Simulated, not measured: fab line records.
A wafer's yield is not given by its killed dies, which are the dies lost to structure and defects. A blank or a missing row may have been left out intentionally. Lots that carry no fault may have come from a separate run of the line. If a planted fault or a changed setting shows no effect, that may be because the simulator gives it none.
fab line records	flow gf180mcu	part 1 of 2: steps 1 to 27 of 41
[record] lots = 5	wafers = 15	last-day = 33
route steps=602 shown V4@491 MIM@503 M5@526
lots that met no fault: from a run of the same line without faults
start-h: start of the lot's first displayed wafer, in hours after the record's first day	wait-h: hours elapsed since this lot's preceding step	" same as the row above	L1.1+2: one row covering several wafers at once	- no value, or no start was given	* or withheld: withheld	< > ~ a bound
route shown NAME@n: names a module that has steps shown in the file, with the first one's number in the route	usual: mean/standard deviation taken from wafers without a fault	same: alike in all rows	chamber/n: place in a boat	sites: the reading at each site	_std_site: standard deviation of those values	_edge_site: outer sites' mean less inner sites'	radius-mm: how far each site lies from the wafer's centre	mask NAME#n: copy n	behind: tool/chamber where the wafer was last shaped	hold: why the lot was held/for how many hours/how that ended	device: the transistor (n, p or np) that didn't switch	end of line: the same wafers' tests at the end of the route	a step with no rows: only its recipe	killed: dies that structure and defects cost at the first sort, which is not the same as the wafer's yield	map: a wafer's dies, marking killed ones x, the rest . and places with no die _
set.NAME: the setting that was run; set.NAME@STEP: the one run at that earlier step	model.NAME: the simulator's own value behind a step, which no gauge read
a table for each step, a row for each wafer; lots at some steps of the route
services: the hour from which a tool's chamber was out of use, counted from the record's first day as start-h (under 0 if before that day), plus the number of hours and why
[[steps]]
[step GF_V4_OVL_MEAS_15]
[usual] V4_OVL = 0/6
lot.wafer	tool	chamber	start-h	wait-h	V4_OVL[nm]
L078.2	overlay-01	-	594.01	0.1	-1
L078.3	"	-	"	"	-13
L078.4	"	-	"	"	-5
L079.1	overlay-02	-	613.45	0.1	-6
L079.2	"	-	"	"	-2
L079.4	"	-	"	"	-2
L083.1	overlay-01	-	637.60	0.1	-1
L083.2	"	-	"	"	-4
L083.5	"	-	"	"	-3
L085.1	overlay-01	-	658.89	0.1	9
L085.3	"	-	"	"	3
L085.5	"	-	"	"	7
L090.1	overlay-02	-	692.80	0.1	4
L090.5	"	-	"	"	-3
L090.6	"	-	"	"	0
[step GF_V4_ETCH_16]
[recipe] chemistry = N2/H2	target-depth-a = withheld	overetch-a = withheld	time-s = withheld	target = BARC	ion-energy-ev = 200	source-w = 500	bias-w = 100	pressure-mtorr = 30	n2-flow-sccm = 100	h2-flow-sccm = 200
[usual] drypump-motor-current-A = 5.8/0.36	oes-product-au = 0.854/0.0049	throttle-valve-pct = 13.225/0.0084
lot.wafer	tool	chamber	start-h	wait-h	drypump-motor-current-A	oes-product-au	throttle-valve-pct
L078.2	rie-diel-01	0	594.04	0.0	5.6	0.852	13.222
L078.3	"	2	"	"	6.6	0.852	13.233
L078.4	"	2	"	"	6.5	0.863	13.227
L079.1	rie-diel-01	3	613.49	0.0	6.3	0.848	13.224
L079.2	"	1	"	"	5.8	0.863	13.220
L079.4	"	2	"	"	6.5	0.855	13.227
L083.1	rie-diel-04	2	637.64	0.0	5.5	0.852	13.223
L083.2	"	1	"	"	5.2	0.849	13.229
L083.5	"	1	"	"	5.2	0.857	13.233
L085.1	rie-diel-04	1	658.92	0.0	5.2	0.860	13.214
L085.3	"	0	"	"	5.5	0.855	13.217
L085.5	"	0	"	"	5.5	0.850	13.222
L090.1	rie-diel-04	3	692.84	0.0	6.0	0.856	13.224
L090.5	"	0	"	"	5.5	0.850	13.236
L090.6	"	3	"	"	6.0	0.857	13.222
[step GF_V4_ETCH_17]
[recipe] chemistry = C4F8/O2/Ar	mask-material = KrF	target = SiO2	stop-on = TiN	source-w = 1500	bias-w = 1200	pressure-mtorr = 40	c4f8-flow-sccm = withheld	O2_flow_sccm = 6	Ar_flow_sccm = 300	time-s = withheld	target-depth-a = 6300
[usual] oes-product-au = 0.856/0.0048
lot.wafer	tool	chamber	start-h	wait-h	oes-product-au
L078.2	rie-diel-01	0	-	-	0.857
L078.3	"	2	"	"	0.855
L078.4	"	2	"	"	0.848
L079.1	rie-diel-01	3	-	-	0.857
L079.2	"	1	"	"	0.860
L079.4	"	2	"	"	0.856
L083.1	rie-diel-04	2	-	-	0.849
L083.2	"	1	"	"	0.857
L083.5	"	1	"	"	0.862
L085.1	rie-diel-04	1	-	-	0.856
L085.3	"	0	"	"	0.851
L085.5	"	0	"	"	0.845
L090.1	rie-diel-04	3	-	-	0.855
L090.5	"	0	"	"	0.855
L090.6	"	3	"	"	0.849
[step GF_V4_STRIP_18]
[recipe] chemistry = O2/N2	power-w = 1400	pressure-mtorr = 1500	platen-temp-c = 250	o2-flow-sccm = 3000	n2-flow-sccm = 300	overash-fraction = 0.5
[usual] drypump-motor-current-A = 5.71/0.18	heater-power-w = 364/30	oes-product-au = 0.592/0.0047
lot.wafer	tool	chamber	start-h	wait-h	drypump-motor-current-A	heater-power-w	oes-product-au	rf-hours-counter-h
L078.2	plasma-asher-04	0	594.17	-	5.82	346	0.598	94
L078.3	"	1	"	"	5.78	330	0.591	-
L078.4	"	0	"	"	5.82	345	0.596	-
L079.1	plasma-asher-02	0	613.62	-	6.08	411	0.601	50
L079.2	"	1	"	"	5.49	348	0.590	50
L079.4	"	0	"	"	6.03	421	0.594	-
L083.1	plasma-asher-02	0	637.77	-	6.05	420	0.600	53
L083.2	"	1	"	"	5.50	343	0.598	53
L083.5	"	1	"	"	5.50	341	0.593	-
L085.1	plasma-asher-03	0	659.05	-	5.55	378	0.587	92
L085.3	"	1	"	"	5.66	346	0.587	-
L085.5	"	1	"	"	5.66	357	0.594	-
L090.1	plasma-asher-03	1	692.97	-	5.67	353	0.593	96
L090.5	"	1	"	"	5.66	346	0.597	-
L090.6	"	0	"	"	5.54	391	0.596	-
[step GF_V4_STRIP_19]
[recipe] chemistry = post-etch-residue-remover	time-s = 1200	temp-c = 72.5
lot.wafer	tool	chamber	start-h	wait-h
L078.2+3+4	wet-bench-01	1	594.27	0.1
L079.1+2+4	wet-bench-04	3	613.72	0.1
L083.1+2+5	wet-bench-04	2	637.87	0.1
L085.1+3+5	wet-bench-03	0	659.15	0.1
L090.1+5+6	wet-bench-04	0	693.07	0.1
[step GF_V4_CLEAN_20]
[recipe] chemistry = DIW	dry = n2-spin
lot.wafer	tool	chamber	start-h	wait-h
L078.2+3+4	wet-bench-04	3	594.61	0.0
L079.1+2+4	wet-bench-03	0	614.06	0.0
L083.1+2+5	wet-bench-03	2	638.21	0.0
L085.1+3+5	wet-bench-01	1	659.49	0.0
L090.1+5+6	wet-bench-01	1	693.41	0.0
[step GF_V4_SPUTTER_21]
[recipe] material = Ti	target-thk-nm = 15	chamber-pressure-pa = 5	power-w = 2500	substrate-temp-c = 200	time-s = 80.02
[usual] throttle-valve-pct = 30.3/0.84
lot.wafer	tool	chamber	start-h	wait-h	throttle-valve-pct
L078.2	pvd-sputter-04	-	594.71	0.0	31.0
L078.3	"	-	"	"	30.0
L078.4	"	-	"	"	30.5
L079.1	pvd-sputter-04	-	614.15	0.0	28.6
L079.2	"	-	"	"	30.5
L079.4	"	-	"	"	31.4
L083.1	pvd-sputter-01	-	638.30	0.0	31.6
L083.2	"	-	"	"	30.0
L083.5	"	-	"	"	30.4
L085.1	pvd-sputter-04	-	659.59	0.0	31.3
L085.3	"	-	"	"	30.1
L085.5	"	-	"	"	30.0
L090.1	pvd-sputter-03	-	693.50	0.0	29.7
L090.5	"	-	"	"	30.0
L090.6	"	-	"	"	29.6
[step GF_V4_SPUTTER_22]
[recipe] material = TiN	target-thk-nm = 10	chamber-pressure-pa = 5	power-w = 4000	time-s = 40
[usual] throttle-valve-pct = 30.3/0.84
lot.wafer	tool	chamber	start-h	wait-h	throttle-valve-pct
L078.2	pvd-sputter-04	-	594.77	0.0	31.1
L078.3	"	-	"	"	30.1
L078.4	"	-	"	"	30.4
L079.1	pvd-sputter-04	-	614.21	0.0	28.6
L079.2	"	-	"	"	30.4
L079.4	"	-	"	"	31.3
L083.1	pvd-sputter-01	-	638.36	0.0	31.4
L083.2	"	-	"	"	30.0
L083.5	"	-	"	"	30.8
L085.1	pvd-sputter-04	-	659.66	0.0	31.2
L085.3	"	-	"	"	30.2
L085.5	"	-	"	"	29.8
L090.1	pvd-sputter-03	-	693.56	0.0	29.5
L090.5	"	-	"	"	29.8
L090.6	"	-	"	"	29.4
[step GF_V4_CVD_23]
[recipe] material = W	target-thk-nm = 350	time-s = 104.9	temp-c = 400	pressure-torr = 40
[usual] heater-power-w = 785/41
lot.wafer	tool	chamber	start-h	wait-h	heater-power-w
L078.2	cvd-w-01	0	594.81	0.0	734
L078.3	"	0	"	"	726
L078.4	"	1	"	"	849
L079.1	cvd-w-01	1	614.25	0.0	836
L079.2	"	0	"	"	733
L079.4	"	0	"	"	735
L083.1	cvd-w-01	1	638.40	0.0	819
L083.2	"	0	"	"	713
L083.5	"	1	"	"	835
L085.1	cvd-w-01	1	659.69	0.0	822
L085.3	"	1	"	"	839
L085.5	"	0	"	"	745
L090.1	cvd-w-02	1	693.60	0.0	762
L090.5	"	1	"	"	773
L090.6	"	0	"	"	782
[step GF_V4_RS_MEAS_24]
[recipe] thk-meas-gauge = four-point-probe	reads = W_of_V4_CVD_23+TiN_of_V4_SPUTTER_22+Ti_of_V4_SPUTTER_21
[usual] V4_W_RS = 0.328/0.0033
lot.wafer	tool	chamber	start-h	wait-h	V4_W_RS[ohm/sq]
L078.2	film-metro-01	-	594.94	0.1	0.329
L078.3	"	-	"	"	0.326
L078.4	"	-	"	"	0.330
L079.1	film-metro-02	-	614.36	0.1	0.332
L079.2	"	-	"	"	0.328
L079.4	"	-	"	"	0.328
L083.1	film-metro-04	-	638.51	0.1	0.329
L083.2	"	-	"	"	0.329
L083.5	"	-	"	"	0.332
L085.1	film-metro-01	-	659.81	0.1	0.332
L085.3	"	-	"	"	0.333
L085.5	"	-	"	"	0.328
L090.1	film-metro-02	-	693.71	0.1	0.325
L090.5	"	-	"	"	0.330
L090.6	"	-	"	"	0.329
[step GF_V4_THK_MEAS_25]
[recipe] thk-meas-gauge = xrf	reads = W_of_V4_CVD_23
[usual] V4_W_THK = 353/5.5
lot.wafer	tool	chamber	start-h	wait-h	V4_W_THK[nm]
L078.2	film-metro-01	-	595.05	0.1	347
L078.3	"	-	"	"	349
L078.4	"	-	"	"	347
L079.1	film-metro-02	-	614.48	0.1	354
L079.2	"	-	"	"	359
L079.4	"	-	"	"	360
L083.1	film-metro-04	-	638.63	0.1	350
L083.2	"	-	"	"	354
L083.5	"	-	"	"	349
L085.1	film-metro-01	-	659.93	0.1	344
L085.3	"	-	"	"	343
L085.5	"	-	"	"	348
L090.1	film-metro-02	-	693.83	0.1	362
L090.5	"	-	"	"	355
L090.6	"	-	"	"	356
[step GF_V4_CMP_26]
[recipe] stop-on = SiO2	down-force-psi = 3.5	platen-rpm = 60	t-overpolish-s = 15	target-thk-nm = 0	pad-velocity-m-s = 0.94248
[usual] motor-current-A = 11.3/1.2	overpolish-run-s = 14.999/0.0093	time-to-endpoint-s = 84/3.1
lot.wafer	tool	chamber	start-h	wait-h	motor-current-A	overpolish-run-s	time-to-endpoint-s
L078.4	cmp-02	3	595.10	0.0	9.6	15.002	86
L078.2	"	0	"	"	11.4	14.987	80
L078.3	"	1	"	"	10.1	15.011	86
L079.4	cmp-01	0	614.54	0.0	13.0	14.998	79
L079.1	"	1	"	"	10.5	15.016	83
L079.2	"	3	"	"	11.1	14.999	84
L083.1	cmp-01	2	638.74	0.1	10.4	14.988	87
L083.2	"	3	"	"	11.1	14.995	86
L083.5	"	1	"	"	10.9	15.011	84
L085.3	cmp-01	1	659.99	0.0	10.4	15.003	81
L085.1	"	0	"	"	12.8	15.004	80
L085.5	"	1	"	"	10.7	14.996	79
L090.1	cmp-01	0	694.04	0.2	12.4	15.004	84
L090.5	"	1	"	"	11.3	14.994	80
L090.6	"	2	"	"	10.2	14.997	85
[step GF_MIM_SPUTTER_00]
[recipe] material = Ti	target-thk-nm = 37.5	arriving-ion-energy-ev = 80	substrate-temp-c = 200	chamber-pressure-pa = 2	power-w = 4000	time-s = 150
[usual] throttle-valve-pct = 29.9/0.85
lot.wafer	tool	chamber	start-h	wait-h	throttle-valve-pct
L078.2	pvd-sputter-03	-	595.40	0.2	29.9
L078.3	"	-	"	"	29.4
L078.4	"	-	"	"	29.3
L079.1	pvd-sputter-02	-	614.84	0.2	30.7
L079.2	"	-	"	"	29.5
L079.4	"	-	"	"	30.1
L083.1	pvd-sputter-04	-	638.99	0.2	31.2
L083.2	"	-	"	"	30.2
L083.5	"	-	"	"	30.0
L085.1	pvd-sputter-03	-	660.29	0.1	29.1
L085.3	"	-	"	"	31.1
L085.5	"	-	"	"	29.1
L090.1	pvd-sputter-04	-	694.19	0.1	30.0
L090.5	"	-	"	"	28.9
L090.6	"	-	"	"	30.1
[step GF_MIM_SPUTTER_01]
[recipe] material = TiN	target-thk-nm = 30	power-w = 6500	time-s = 25	chamber-pressure-pa = 0.4
[usual] throttle-valve-pct = 30.0/0.85
lot.wafer	tool	chamber	start-h	wait-h	throttle-valve-pct
L078.2	pvd-sputter-03	-	595.50	0.1	29.7
L078.3	"	-	"	"	29.4
L078.4	"	-	"	"	29.5
L079.1	pvd-sputter-02	-	614.94	0.1	30.6
L079.2	"	-	"	"	29.4
L079.4	"	-	"	"	30.4
L083.1	pvd-sputter-04	-	639.09	0.1	31.3
L083.2	"	-	"	"	30.7
L083.5	"	-	"	"	30.3
L085.1	pvd-sputter-03	-	663.33	3.0	29.1
L085.3	"	-	"	"	31.0
L085.5	"	-	"	"	29.1
L090.1	pvd-sputter-04	-	694.29	0.1	30.1
L090.5	"	-	"	"	28.7
L090.6	"	-	"	"	30.0
[step GF_MIM_SPUTTER_02]
[recipe] material = AlCu	target-thk-nm = 450	power-w = 10600	time-s = 23.9	chamber-pressure-pa = 0.4
[usual] throttle-valve-pct = 30.0/0.86
lot.wafer	tool	chamber	start-h	wait-h	throttle-valve-pct
L078.2	pvd-sputter-03	-	595.53	0.0	30.0
L078.3	"	-	"	"	29.5
L078.4	"	-	"	"	29.4
L079.1	pvd-sputter-02	-	614.97	0.0	30.6
L079.2	"	-	"	"	29.3
L079.4	"	-	"	"	30.3
L083.1	pvd-sputter-04	-	639.12	0.0	30.9
L083.2	"	-	"	"	30.1
L083.5	"	-	"	"	30.4
L085.1	pvd-sputter-03	-	663.36	0.0	29.0
L085.3	"	-	"	"	31.0
L085.5	"	-	"	"	29.3
L090.1	pvd-sputter-04	-	694.32	0.0	30.5
L090.5	"	-	"	"	28.8
L090.6	"	-	"	"	29.9
[step GF_MIM_SPUTTER_03]
[recipe] material = Ti	target-thk-nm = 10	substrate-temp-c = 300	chamber-pressure-pa = 0.3	power-w = 3000	time-s = 6.7
[usual] throttle-valve-pct = 30.0/0.85
lot.wafer	tool	chamber	start-h	wait-h	throttle-valve-pct
L078.2	pvd-sputter-03	-	595.56	0.0	30.0
L078.3	"	-	"	"	29.9
L078.4	"	-	"	"	29.1
L079.1	pvd-sputter-02	-	615.00	0.0	30.7
L079.2	"	-	"	"	29.6
L079.4	"	-	"	"	30.1
L083.1	pvd-sputter-04	-	639.15	0.0	31.2
L083.2	"	-	"	"	30.2
L083.5	"	-	"	"	30.4
L085.1	pvd-sputter-03	-	663.39	0.0	29.0
L085.3	"	-	"	"	31.1
L085.5	"	-	"	"	29.1
L090.1	pvd-sputter-04	-	694.35	0.0	30.0
L090.5	"	-	"	"	28.5
L090.6	"	-	"	"	30.2
[step GF_MIM_SPUTTER_04]
[recipe] material = TiN	target-thk-nm = 50	power-w = 6500	time-s = 41.7	chamber-pressure-pa = 0.4
[usual] throttle-valve-pct = 30.0/0.86
lot.wafer	tool	chamber	start-h	wait-h	throttle-valve-pct
L078.2	pvd-sputter-03	-	595.58	0.0	29.8
L078.3	"	-	"	"	29.6
L078.4	"	-	"	"	29.5
L079.1	pvd-sputter-02	-	615.02	0.0	30.3
L079.2	"	-	"	"	29.5
L079.4	"	-	"	"	30.0
L083.1	pvd-sputter-04	-	639.17	0.0	31.3
L083.2	"	-	"	"	30.1
L083.5	"	-	"	"	30.2
L085.1	pvd-sputter-03	-	663.41	0.0	29.5
L085.3	"	-	"	"	31.1
L085.5	"	-	"	"	29.5
L090.1	pvd-sputter-04	-	694.37	0.0	30.4
L090.5	"	-	"	"	28.8
L090.6	"	-	"	"	30.3
[step GF_MIM_CVD_05]
[recipe] material = Si3N4	target-thk-nm = 42	temp-max-c = 400	temp-c = 385	time-s = 29.086	rf-w = 450
[usual] heater-power-w = 655/66
lot.wafer	tool	chamber	start-h	wait-h	heater-power-w
L078.2	pecvd-03	1	595.62	0.0	746
L078.3	"	0	"	"	692
L078.4	"	1	"	"	740
L079.1	pecvd-03	1	615.06	0.0	698
L079.2	"	0	"	"	727
L079.4	"	2	"	"	652
L083.1	pecvd-03	0	639.21	0.0	714
L083.2	"	1	"	"	597
L083.5	"	0	"	"	724
L085.1	pecvd-03	2	663.45	0.0	685
L085.3	"	1	"	"	715
L085.5	"	2	"	"	663
L090.1	pecvd-01	2	694.41	0.0	753
L090.5	"	0	"	"	559
L090.6	"	2	"	"	745
[step GF_MIM_THK_MEAS_06]
[recipe] reads = Si3N4_of_MIM_CVD_05
[usual] MIM_CVD_05_THK = 42.0/0.57
lot.wafer	tool	chamber	start-h	wait-h	MIM_CVD_05_THK[nm]
L078.2	film-metro-03	-	595.66	0.0	41.5
L078.3	"	-	"	"	41.9
L078.4	"	-	"	"	41.9
L079.1	film-metro-03	-	615.10	0.0	40.9
L079.2	"	-	"	"	40.9
L079.4	"	-	"	"	42.0
L083.1	film-metro-03	-	639.25	0.0	41.1
L083.2	"	-	"	"	40.8
L083.5	"	-	"	"	41.8
L085.1	film-metro-01	-	663.48	0.0	41.6
L085.3	"	-	"	"	41.6
L085.5	"	-	"	"	42.8
L090.1	film-metro-02	-	694.45	0.0	41.8
L090.5	"	-	"	"	42.5
L090.6	"	-	"	"	42.5
[step GF_MIM_SPUTTER_07]
[recipe] material = TiN	target-thk-nm = 60	power-w = 6500	time-s = 50	chamber-pressure-pa = 0.4
[usual] throttle-valve-pct = 29.9/0.82
lot.wafer	tool	chamber	start-h	wait-h	throttle-valve-pct
L078.2	pvd-sputter-02	-	595.71	0.0	30.7
L078.3	"	-	"	"	28.6
L078.4	"	-	"	"	30.9
L079.1	pvd-sputter-04	-	615.16	0.1	31.4
L079.2	"	-	"	"	30.4
L079.4	"	-	"	"	28.6
L083.1	pvd-sputter-02	-	639.31	0.1	30.5
L083.2	"	-	"	"	29.7
L083.5	"	-	"	"	29.3
L085.1	pvd-sputter-04	-	663.54	0.1	30.2
L085.3	"	-	"	"	30.2
L085.5	"	-	"	"	30.1
L090.1	pvd-sputter-02	-	694.51	0.1	30.3
L090.5	"	-	"	"	29.6
L090.6	"	-	"	"	30.2
[step GF_MIM_SPUTTER_08]
[recipe] material = AlCu	target-thk-nm = 200	power-w = 10600	time-s = 10.6	chamber-pressure-pa = 0.4
[usual] throttle-valve-pct = 29.9/0.81
lot.wafer	tool	chamber	start-h	wait-h	throttle-valve-pct
L078.2	pvd-sputter-02	-	595.76	0.0	30.3
L078.3	"	-	"	"	28.6
L078.4	"	-	"	"	30.5
L079.1	pvd-sputter-04	-	615.20	0.0	31.4
L079.2	"	-	"	"	30.4
L079.4	"	-	"	"	28.5
L083.1	pvd-sputter-02	-	639.35	0.0	30.4
L083.2	"	-	"	"	29.9
L083.5	"	-	"	"	29.4
L085.1	pvd-sputter-04	-	663.59	0.0	30.6
L085.3	"	-	"	"	30.2
L085.5	"	-	"	"	29.8
L090.1	pvd-sputter-02	-	694.55	0.0	30.4
L090.5	"	-	"	"	29.3
L090.6	"	-	"	"	30.4
[step GF_MIM_SPUTTER_09]
[recipe] material = TiN	target-thk-nm = 35	power-w = 6500	time-s = 29.2	chamber-pressure-pa = 0.4
[usual] throttle-valve-pct = 29.9/0.84
lot.wafer	tool	chamber	start-h	wait-h	throttle-valve-pct
L078.2	pvd-sputter-02	-	595.78	0.0	30.5
L078.3	"	-	"	"	28.6
L078.4	"	-	"	"	30.6
L079.1	pvd-sputter-04	-	615.22	0.0	31.2
L079.2	"	-	"	"	30.1
L079.4	"	-	"	"	28.5
L083.1	pvd-sputter-02	-	639.37	0.0	30.4
L083.2	"	-	"	"	29.7
L083.5	"	-	"	"	29.0
L085.1	pvd-sputter-04	-	663.61	0.0	30.3
L085.3	"	-	"	"	30.2
L085.5	"	-	"	"	30.1
L090.1	pvd-sputter-02	-	694.57	0.0	30.5
L090.5	"	-	"	"	29.6
L090.6	"	-	"	"	30.1
[step GF_MIM_RS_MEAS_10]
[recipe] thk-meas-gauge = four-point-probe	reads = TiN_of_MIM_SPUTTER_09+AlCu_of_MIM_SPUTTER_08+TiN_of_MIM_SPUTTER_07
[usual] MIM_ALCU_RS = 0.1603/0.0018
lot.wafer	tool	chamber	start-h	wait-h	MIM_ALCU_RS[ohm/sq]
L078.2	film-metro-01	-	595.83	0.0	0.1594
L078.3	"	-	"	"	0.1606
L078.4	"	-	"	"	0.1586
L079.1	film-metro-02	-	615.26	0.0	0.1603
L079.2	"	-	"	"	0.1600
L079.4	"	-	"	"	0.1620
L083.1	film-metro-03	-	639.41	0.0	0.1575
L083.2	"	-	"	"	0.1600
L083.5	"	-	"	"	0.1595
L085.1	film-metro-01	-	663.64	0.0	0.1602
L085.3	"	-	"	"	0.1592
L085.5	"	-	"	"	0.1607
L090.1	film-metro-03	-	694.61	0.0	0.1608
L090.5	"	-	"	"	0.1605
L090.6	"	-	"	"	0.1615
[step GF_MIM_THK_MEAS_11]
[recipe] thk-meas-gauge = xrf	reads = AlCu_of_MIM_SPUTTER_08
[usual] MIM_ALCU_THK = 202.8/2.4
lot.wafer	tool	chamber	start-h	wait-h	MIM_ALCU_THK[nm]
L078.2	film-metro-01	-	595.94	0.1	203.8
L078.3	"	-	"	"	202.9
L078.4	"	-	"	"	205.8
L079.1	film-metro-02	-	615.38	0.1	204.0
L079.2	"	-	"	"	203.1
L079.4	"	-	"	"	200.9
L083.1	film-metro-03	-	639.53	0.1	205.8
L083.2	"	-	"	"	203.6
L083.5	"	-	"	"	204.5
L085.1	film-metro-01	-	663.76	0.1	203.8
L085.3	"	-	"	"	206.3
L085.5	"	-	"	"	202.3
L090.1	film-metro-03	-	694.73	0.1	201.4
L090.5	"	-	"	"	200.8
L090.6	"	-	"	"	200.2
[step GF_MIM_DEHYDRATE_12]
[recipe] temp-c = 200	time-s = 60
lot.wafer	tool	chamber	start-h	wait-h
L078.2+3+4	litho-track-01	0	605.52	9.6
L079.1+2+4	litho-track-01	0	624.74	9.4
L083.1+2+5	litho-track-01	0	648.39	8.9
L085.1+3+5	litho-track-03	0	672.01	8.2
L090.1+5+6	litho-track-03	0	703.56	8.8
[step GF_MIM_HMDS_13]
[recipe] prime-time-s = 60	prime-temp-c = 120
lot.wafer	tool	chamber	start-h	wait-h
L078.2+3+4	litho-track-01	0	605.67	0.1
L079.1+2+4	litho-track-01	0	624.89	0.1
L083.1+2+5	litho-track-01	0	648.54	0.1
L085.1+3+5	litho-track-03	0	672.16	0.1
L090.1+5+6	litho-track-03	0	703.71	0.1
[step GF_MIM_COAT_14]
[recipe] resist = NOVOLAK	spin-rpm = 3000	resist-thk-nm = 1000
lot.wafer	tool	chamber	start-h	wait-h
L078.2+3+4	litho-track-01	0	605.82	0.1
L079.1+2+4	litho-track-01	0	625.04	0.1
L083.1+2+5	litho-track-01	0	648.69	0.1
L085.1+3+5	litho-track-03	0	672.31	0.1
L090.1+5+6	litho-track-03	0	703.86	0.1
